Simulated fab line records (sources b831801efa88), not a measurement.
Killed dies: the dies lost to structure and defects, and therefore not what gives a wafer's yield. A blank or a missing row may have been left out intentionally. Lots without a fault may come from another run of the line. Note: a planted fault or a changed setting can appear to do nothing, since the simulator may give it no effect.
Matching of chambers ; flow gf180mcu ; rieSi-02 running GF_POLY_GATE_ETCH_13: 4 sister chambers
The step etches poly-Si in HBr/Cl2, stops on SiO2, target depth 198.5 nm, time 69.6 s. 8 wafers are shown with their chamber, then 7 later ones without.

## WAFERS, EACH WITH ITS CHAMBER
wafer;chamber;runLengthS (s);oesProductAu (a.u.)
L628.1;3;97.6;0.994
L629.2;1;97.4;0.979
L629.5;1;96.9;0.980
L630.2;2;98.3;1.004
L631.2;0;98.0;0.981
L631.5;0;98.0;0.979
L640.1;2;98.6;1.004
L640.4;3;97.6;1.004

## WAFERS WITHOUT THEIR CHAMBER
wafer;runLengthS (s);oesProductAu (a.u.)
L640.5;97.3;0.998
L644.1;98.3;1.001
L644.3;97.5;0.988
L644.4;97.4;0.996
L646.3;97.9;0.994
L646.4;97.7;0.982
L646.6;98.5;0.999

## EACH ONE'S CHAMBER
wafer;from the rows above;in truth
L640.5;3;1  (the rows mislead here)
L644.1;2;2
L644.3;can't be placed: 1 or 3 or 0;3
L644.4;3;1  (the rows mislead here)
L646.3;can't be placed: 3 or 2 or 0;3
L646.4;can't be placed: 0 or 1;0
L646.6;2;2
Correctly placed: 2 of 7. These rows do not allow placing 3 (true chamber among the candidates in 3). Wrongly placed: 2.
How it was worked out, from the rows above alone: a wafer's distance from a chamber is the root of the sum, over the readings, of the square of ((its reading less the chamber's mean) divided by the reading's scatter). If the next closest chamber is less than 2 further off than the closest, the wafer can't be placed; otherwise it belongs to the closest. For every chamber, the mean is computed from those of its wafers that are shown. The scatter is the square root of a quotient: the sum, over the shown wafers, of each reading's squared deviation from its chamber's mean, divided by wafers minus chambers.
